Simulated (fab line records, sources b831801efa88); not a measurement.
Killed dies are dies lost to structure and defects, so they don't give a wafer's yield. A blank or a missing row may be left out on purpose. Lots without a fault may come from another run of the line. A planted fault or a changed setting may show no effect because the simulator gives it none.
Which tool did it? | flow sky130 | 11 lots, 32 wafers sampled, at 6 steps of a route of 708

WHAT THE GAUGES READ, wafer by wafer
SKY_SD_P_TW_MEAS_11. Usual: SD_P_TW 2817, standard deviation 13.
lot  | measured     | on            | SD_P_TW        | flag
L478 | day 25 20:37 | film_metro-02 | 2827 2805 2819 |
L479 | day 26 01:57 | film_metro-02 | 2813 2811 2825 |
L480 | day 26 05:26 | film_metro-04 | 2828 2813 2799 |
L483 | day 28 09:24 | film_metro-02 | 2795 2797 2796 |
L489 | day 30 01:33 | film_metro-04 | 2813 2815 2818 |
L490 | day 30 09:50 | film_metro-04 | 2808 2832 2816 |
L491 | day 30 14:02 | film_metro-01 | 2818 2822 2835 |
L495 | day 31 19:23 | film_metro-02 | 2817 2802      |
L496 | day 32 00:21 | film_metro-02 | 2814 2794 2811 |
L499 | day 32 21:58 | film_metro-04 | 2839 2821 2830 |
L500 | day 33 02:37 | film_metro-01 | 2817 2823 2817 |

SKY_CONTACT_CD_MEAS_14: target cd 170 nm. Usual: cd_nm 169.9 nm, standard deviation 1.6.
lot  | measured     | on        | cd_nm (nm)        | flag
L478 | day 31 21:02 | cd_sem-02 | 170.6 170.8 171.0 |
L479 | day 32 04:02 | cd_sem-01 | 169.5 170.3 169.1 |
L480 | day 32 07:29 | cd_sem-02 | 170.6 170.7 172.2 |
L483 | day 34 04:17 | cd_sem-01 | 172.1 173.3 171.9 |
L489 | day 35 20:40 | cd_sem-02 | 168.9 168.2 168.7 |
L490 | day 36 04:38 | cd_sem-02 | 170.0 170.2 168.0 |
L491 | day 36 07:59 | cd_sem-02 | 168.5 169.8 170.2 |
L495 | day 37 13:05 | cd_sem-01 | 171.2 172.3       |
L496 | day 37 17:42 | cd_sem-02 | 169.4 171.5 170.6 |
L499 | day 38 14:05 | cd_sem-01 | 168.4 169.2 167.1 |
L500 | day 38 16:35 | cd_sem-01 | 170.1 169.6 169.3 |

SKY_CONTACT_RS_MEAS_25: measures by four-point-probe. Usual: CONTACT_W_RS 0.336 ohm/sq, standard deviation 0.0047.
lot  | measured     | on            | CONTACT_W_RS (ohm/sq) | flag
L478 | day 31 22:06 | film_metro-04 | 0.333 0.331 0.332     |
L479 | day 32 05:08 | film_metro-01 | 0.334 0.343 0.336     |
L480 | day 32 08:35 | film_metro-01 | 0.331 0.338 0.336     |
L483 | day 34 05:20 | film_metro-03 | 0.334 0.341 0.333     |
L489 | day 35 21:43 | film_metro-03 | 0.338 0.339 0.334     |
L490 | day 36 05:41 | film_metro-01 | 0.335 0.338 0.332     |
L491 | day 36 09:02 | film_metro-03 | 0.336 0.333 0.335     |
L495 | day 37 14:08 | film_metro-03 | 0.333 0.333           |
L496 | day 37 18:47 | film_metro-01 | 0.340 0.334 0.339     |
L499 | day 38 15:08 | film_metro-04 | 0.342 0.335 0.334     |
L500 | day 38 17:39 | film_metro-03 | 0.332 0.339 0.338     |

SKY_METAL1_RS_MEAS_05: measures by four-point-probe. Usual: METAL1_ALCU_RS 0.1269 ohm/sq, standard deviation 0.00098.
lot  | measured     | on            | METAL1_ALCU_RS (ohm/sq) | flag
L478 | day 31 22:43 | film_metro-02 | 0.1258 0.1262 0.1264    |
L479 | day 32 05:46 | film_metro-02 | 0.1265 0.1280 0.1270    |
L480 | day 32 09:13 | film_metro-03 | 0.1275 0.1290 0.1287    |
L483 | day 34 05:58 | film_metro-03 | 0.1256 0.1265 0.1264    |
L489 | day 35 22:20 | film_metro-03 | 0.1280 0.1284 0.1277    |
L490 | day 36 06:19 | film_metro-02 | 0.1261 0.1264 0.1259    |
L491 | day 36 09:40 | film_metro-02 | 0.1280 0.1273 0.1272    |
L495 | day 37 14:45 | film_metro-03 | 0.1312 0.1298           | OFF
L496 | day 37 19:24 | film_metro-03 | 0.1309 0.1321 0.1327    | OFF
L499 | day 38 15:46 | film_metro-04 | 0.1269 0.1270 0.1265    |
L500 | day 38 18:16 | film_metro-02 | 0.1259 0.1243 0.1252    |

SKY_METAL1_THK_MEAS_06: measures by xrf. Usual: METAL1_ALCU_THK 251.2 nm, standard deviation 2.
lot  | measured     | on            | METAL1_ALCU_THK (nm) | flag
L478 | day 31 22:50 | film_metro-02 | 253.3 251.2 251.3    |
L479 | day 32 05:53 | film_metro-02 | 250.8 247.6 248.8    |
L480 | day 32 09:20 | film_metro-03 | 251.7 249.9 249.9    |
L483 | day 34 06:05 | film_metro-03 | 254.6 252.6 252.6    |
L489 | day 35 22:27 | film_metro-03 | 248.4 249.3 249.8    |
L490 | day 36 06:26 | film_metro-02 | 252.1 248.5 251.8    |
L491 | day 36 09:47 | film_metro-02 | 248.0 249.3 249.5    |
L495 | day 37 14:52 | film_metro-03 | 243.2 247.0          | OFF
L496 | day 37 19:30 | film_metro-03 | 244.5 243.4 241.6    | OFF
L499 | day 38 15:52 | film_metro-04 | 251.4 250.7 251.4    |
L500 | day 38 18:22 | film_metro-02 | 253.3 254.5 253.5    |

WHICH TOOL RAN EACH LOT (tool, then ch and the chambers of the sampled wafers, then the start)
lot  | SKY_METAL1_SPUTTER_02
L478 | pvd_sputter-03, day 31 22:36
L479 | pvd_sputter-03, day 32 05:40
L480 | pvd_sputter-02, day 32 09:07
L483 | pvd_sputter-04, day 34 05:52
L489 | pvd_sputter-04, day 35 22:14
L490 | pvd_sputter-02, day 36 06:13
L491 | pvd_sputter-02, day 36 09:34
L495 | pvd_sputter-02, day 37 14:38
L496 | pvd_sputter-02, day 37 19:16
L499 | pvd_sputter-04, day 38 15:39
L500 | pvd_sputter-04, day 38 18:08
- SKY_METAL1_SPUTTER_02: material AlCu, target thk 250 nm, time 13.3 s.

WHAT THE TOOLS THEMSELVES READ (means of the sampled wafers that have a number; where no wafer has one, the mark that the record gives instead)
SKY_METAL1_SPUTTER_02. Usual: chamber_pressure_pa 0.4000 Pa, standard deviation 0.00071; throttle_valve_pct 30.1 %, standard deviation 0.62.
lot  | tool           | chamber_pressure_pa (Pa) | throttle_valve_pct (%) | flag
L478 | pvd_sputter-03 | 0.4010                   | 30.2                   |
L479 | pvd_sputter-03 | 0.4000                   | 30.8                   |
L480 | pvd_sputter-02 | 0.3999                   | 29.6                   |
L483 | pvd_sputter-04 | 0.3997                   | 30.5                   |
L489 | pvd_sputter-04 | 0.3999                   | 30.2                   |
L490 | pvd_sputter-02 | 0.3998                   | 29.5                   |
L491 | pvd_sputter-02 | 0.4000                   | 30.2                   |
L495 | pvd_sputter-02 | 0.4465                   | 27.7                   | OFF
L496 | pvd_sputter-02 | 0.4454                   | 28.7                   | OFF
L499 | pvd_sputter-04 | 0.3994                   | 30.4                   |
L500 | pvd_sputter-04 | 0.3998                   | 30.0                   |

THE ANSWER, worked out from the rows above alone
Rule: a lot is off if the mean of its wafers that have a number lies more than 3 standard deviations from the usual mean. A lot without any number at a reading at which 4 lots or more have one is off too. The other lots that the step has rows for count as sound. The gauges are gone through in route order, then the tools' own readings, and for those a lot's mean is taken as printed above. The first step at which some lot is off is used, and at that step the reading that is off furthest; a lot without a number counts as furthest.
Off: L495, L496, at SKY_METAL1_RS_MEAS_05 (METAL1_ALCU_RS).
A tool fits if, at a process step before that reading, it ran every lot that is off, and no sound lot after the first of them. The gauges at SKY_METAL1_RS_MEAS_05 aren't tried: what is off there is off at SKY_METAL1_SPUTTER_02 too, on other tools, and a gauge's error can't cause that. One fits: pvd_sputter-02 at SKY_METAL1_SPUTTER_02. Its last sound lot is L491 (day 36 09:34), its first lot that is off L495 (day 37 14:38): a fault that began between those two fits.
The tool's own readings at SKY_METAL1_SPUTTER_02 bear it out: on the lots that are off they differ by more than 5 times the standard deviation of the sound lots' means. chamber_pressure_pa reads 0.4460 Pa there against 0.3999 Pa on the sound lots; throttle_valve_pct reads 28.2 % there against 30.2 % on the sound lots.

WHAT THE SIMULATOR HAD PUT IN
Process parameter drift: pvd_sputter-02, from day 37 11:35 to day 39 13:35, at SKY_METAL1_SPUTTER_02. Setting chamber_pressure_pa, moved by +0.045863, from 0.4. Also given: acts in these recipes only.
Lots struck among those shown: L495, L496. The rule above found the same.
